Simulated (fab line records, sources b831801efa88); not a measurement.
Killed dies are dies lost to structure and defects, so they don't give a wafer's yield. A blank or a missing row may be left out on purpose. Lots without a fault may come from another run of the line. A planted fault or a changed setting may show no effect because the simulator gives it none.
Which tool did it? | flow gf180mcu | 12 lots, 36 wafers sampled, at 1 step of a route of 602

WHAT THE GAUGES READ, wafer by wafer
GF_LVPWELL_TW_MEAS_11.
lot  | measured    | on            | LVPWELL_TW
L075 | day 4 02:48 | film_metro-01 | 558 561 556
L077 | day 4 13:16 | film_metro-03 | 557 557 559
L079 | day 5 04:11 | film_metro-01 | 559 562 562
L081 | day 5 13:58 | film_metro-04 | 553 556 552
L083 | day 6 01:14 | film_metro-04 | 555 555 554
L085 | day 6 10:41 | film_metro-04 | 559 553 554
L087 | day 7 00:20 | film_metro-04 | 559 558 555
L089 | day 7 09:34 | film_metro-01 | 564 558 559
L091 | day 7 21:33 | film_metro-04 | 551 550 555
L093 | day 8 06:11 | film_metro-04 | 554 559 550
L095 | day 8 19:49 | film_metro-01 | 561 558 562
L097 | day 9 05:55 | film_metro-03 | 557 553 554

WHICH TOOL RAN EACH LOT (tool, then ch and the chambers of the sampled wafers, then the start)
The record holds no process step before these readings.

THE ANSWER, worked out from the rows above alone
Rule: what is usual is taken from the lots themselves. Put in order of their means at a reading, lots are off if they are a third of the lots or fewer, leave a main group of 4 or more, and stand apart from it by a gap of 3 or more times the standard deviation of the main group's means; of several such gaps the widest counts. A main group whose means are all the same, to the digits that the tables above print for the reading, isn't used. A lot without any number at a reading at which 4 lots or more have one is off too. The other lots that the step has rows for count as sound.
No lot is off at any reading shown: from this, nothing can be told.

WHAT THE SIMULATOR HAD PUT IN
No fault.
